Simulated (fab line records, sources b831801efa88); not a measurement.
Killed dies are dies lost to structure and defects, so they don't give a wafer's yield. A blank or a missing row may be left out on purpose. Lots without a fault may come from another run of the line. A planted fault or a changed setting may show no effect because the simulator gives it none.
Chamber matching | flow gf180mcu | GF_V5_ETCH_17 on rie_diel-04: 4 sister chambers
The step etches SiO2 in C4F8/O2/Ar, stops on TiN, target depth 855 nm. 8 wafers are shown with their chamber, then 9 later ones without.

WAFERS WITH THEIR CHAMBER
wafer  | chamber | oes_product_au (a.u.)
L647.6 | 1       | 0.864
L651.1 | 2       | 0.859
L651.6 | 0       | 0.864
L652.1 | 0       | 0.863
L652.3 | 1       | 0.855
L653.1 | 3       | 0.866
L653.3 | 2       | 0.863
L653.6 | 3       | 0.864

WAFERS WITHOUT THEIR CHAMBER
wafer  | oes_product_au (a.u.)
L655.2 | 0.868
L655.3 | 0.852
L655.5 | 0.865
L656.3 | 0.865
L656.5 | 0.851
L656.6 | 0.858
L666.1 | 0.866
L666.3 | 0.858
L666.6 | 0.861

WHICH CHAMBER EACH WENT THROUGH
wafer  | from the rows above               | in truth
L655.2 | can't be placed: 3 or 0 or 2 or 1 | 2
L655.3 | can't be placed: 1 or 2 or 0 or 3 | 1
L655.5 | can't be placed: 3 or 0 or 2 or 1 | 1
L656.3 | can't be placed: 3 or 0 or 2 or 1 | 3
L656.5 | can't be placed: 1 or 2 or 0 or 3 | 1
L656.6 | can't be placed: 1 or 2 or 0 or 3 | 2
L666.1 | can't be placed: 3 or 0 or 2 or 1 | 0
L666.3 | can't be placed: 1 or 2 or 0 or 3 | 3
L666.6 | can't be placed: 2 or 1 or 0 or 3 | 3
Placed correctly: 0 of 9. Can't be placed from these rows: 9 (the true chamber is among the candidates in 9). Placed wrongly: 0.
How it was worked out, from the rows above alone: a wafer's distance from a chamber is the root of the sum, over the readings, of the square of ((its reading less the chamber's mean) divided by the reading's scatter). The wafer belongs to the nearest chamber; if the next one is less than 2 further off, it can't be placed. A chamber's mean is the mean of its shown wafers. The scatter: the root of (the sum of the squares of (reading less its chamber's mean) over the shown wafers, divided by (wafers less chambers)).
